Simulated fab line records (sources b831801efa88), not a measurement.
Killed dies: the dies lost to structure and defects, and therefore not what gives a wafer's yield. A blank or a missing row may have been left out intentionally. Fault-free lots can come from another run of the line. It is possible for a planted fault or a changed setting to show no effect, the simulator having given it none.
Split-lot experiment    flow sfq-line    5 lots, 15 wafers read, on a route of 325 steps

## THE SPLIT ITSELF
At SFQ_TRILAYER_M6_LITHO_COAT_159 (resist thk 600 nm), the setting resist-thk-nm was moved away from the recipe's 600 nm on 5 of the 15 wafers read, by -4.3% to +2.9%. This setting was run at the recipe's value on the other wafers.

## FROM THE SPLIT TO THE READING: what the file shows between them, 3 steps
- SFQ_TRILAYER_M6_LITHO_SOFTBAKE_163
- SFQ_TRILAYER_M6_LITHO_EXPOSE_160: exposes mask M6, target cd 500 nm
- SFQ_TRILAYER_M6_LITHO_DEVELOP_161: time 60 s

## THE READING
KrF_of_TRILAYER_M6_LITHO_COAT_159.thk-nm (the simulator's own value, which no gauge read), in nm, at SFQ_TRILAYER_M6_BARC_OPEN_METAL_ETCH_206 (etches BARC in O2, target depth 125 nm, time 41.7 s). The file does not state a usual value for it. Here, 10 wafers ran the recipe; their average is 523.9 nm with a standard deviation of 1.5 nm.

wafer   tool, chamber at the split  resist-thk-nm as run, nm  against the recipe  KrF_of_TRILAYER_M6_LITHO_COAT_159.thk-nm, nm  against lot-mates on the recipe
L075.2  litho-track-03, 0           617.4                     +2.9%               540.2                                         +19.6
L075.4  litho-track-03, 0           600                       recipe              520.6                                         -
L075.6  litho-track-03, 0           617.4                     +2.9%               539.9                                         +19.3
L078.2  litho-track-01, 0           600                       recipe              523.8                                         -
L078.4  litho-track-01, 0           600                       recipe              523.4                                         -
L078.6  litho-track-01, 0           588.7                     -1.9%               511.9                                         -11.7
L080.1  litho-track-01, 0           600                       recipe              523.8                                         -
L080.3  litho-track-01, 0           600                       recipe              522.6                                         -
L080.4  litho-track-01, 0           600                       recipe              524.8                                         -
L083.3  litho-track-04, 0           600                       recipe              523.1                                         -
L083.4  litho-track-04, 0           600                       recipe              525.5                                         -
L083.5  litho-track-04, 0           600                       recipe              524.8                                         -
L084.2  litho-track-04, 0           574                       -4.3%               498.6                                         -27.5
L084.5  litho-track-04, 0           574                       -4.3%               498.6                                         -27.5
L084.3  litho-track-04, 0           600                       recipe              526.1                                         -

FIT RESULTS
A straight line over all 15 wafers: KrF_of_TRILAYER_M6_LITHO_COAT_159.thk-nm changes by +5.77 nm for each +1% of resist-thk-nm; r = +0.99; the points scatter about the line by 1.4 nm.
The same after taking each lot's own level away (the mean of its wafers on the recipe; 15 wafers): +6.46 nm for each +1%; r = +1.00; scatter 0.72 nm.
On that fit, the largest move of resist-thk-nm shifts the reading by 28 nm.
From 520.60 to 526.10 nm: that is the span of the lots' own levels, equal to 3.7 times the standard deviation above.
Hence the slope depends on the lot-to-lot level, as the two fits are not the same.
Check: for one of the wafers moved furthest among these (-4.3%), held out of the fit, the line's prediction against its lot-mates is -28 nm. It came out at -27.5 nm against them.

## THE OTHER SPLITS THESE WAFERS WENT THROUGH
These wafers also went through other splits before the reading. Each is held against what the fit with the lots' levels taken away leaves over:
other split on the same wafers                   wafers away from the commonest value  r with KrF_of_TRILAYER_M6_LITHO_COAT_159.thk-nm (lot level and that fit taken away)
SFQ_TRILAYER_JJ_CE_LITHO_COAT_119 spin-rpm       2                                     -0.10
SFQ_TRILAYER_JJ_CE_LITHO_PEB_117 peb-time-s      6                                     +0.01
SFQ_TRILAYER_JJ_CE_BARC_OPEN_RIE_150 icp-w       5                                     +0.02
SFQ_TRILAYER_M5_LITHO_COAT_123 spin-rpm          4                                     -0.02
SFQ_TRILAYER_M5_BARC_OPEN_METAL_ETCH_161 bias-w  5                                     -0.19
SFQ_TRILAYER_R5_DEP_SPUTTER_133 time-s           5                                     -0.08
SFQ_TRILAYER_R5_LITHO_COAT_141 resist-thk-nm     5                                     +0.15
SFQ_TRILAYER_C5_LITHO_COAT_151 resist-thk-nm     4                                     +0.21
SFQ_TRILAYER_M6_DEP_SPUTTER_157 time-s           0                                     -

## THE WHOLE CHAIN: every reading that the file lists as answering this split, in the file's order
step                                      what it does                                         reading                                                                                    change (the file's fit)               r (the file's)
SFQ_TRILAYER_M6_LITHO_COAT_159            resist thk 600 nm                                    KrF_of_TRILAYER_M6_LITHO_COAT_159.thk-nm (the simulator's own value, which no gauge read)  +6.32 nm for each +1% of the setting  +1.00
SFQ_TRILAYER_M6_BARC_OPEN_METAL_ETCH_206  etches BARC in O2, target depth 125 nm, time 41.7 s  KrF_of_TRILAYER_M6_LITHO_COAT_159.thk-nm (the simulator's own value, which no gauge read)  +6.43 nm for each +1% of the setting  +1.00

## FILE'S OWN FIT
KrF_of_TRILAYER_M6_LITHO_COAT_159.thk-nm changes by +6.43 nm for each +1% of resist-thk-nm, r = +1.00.
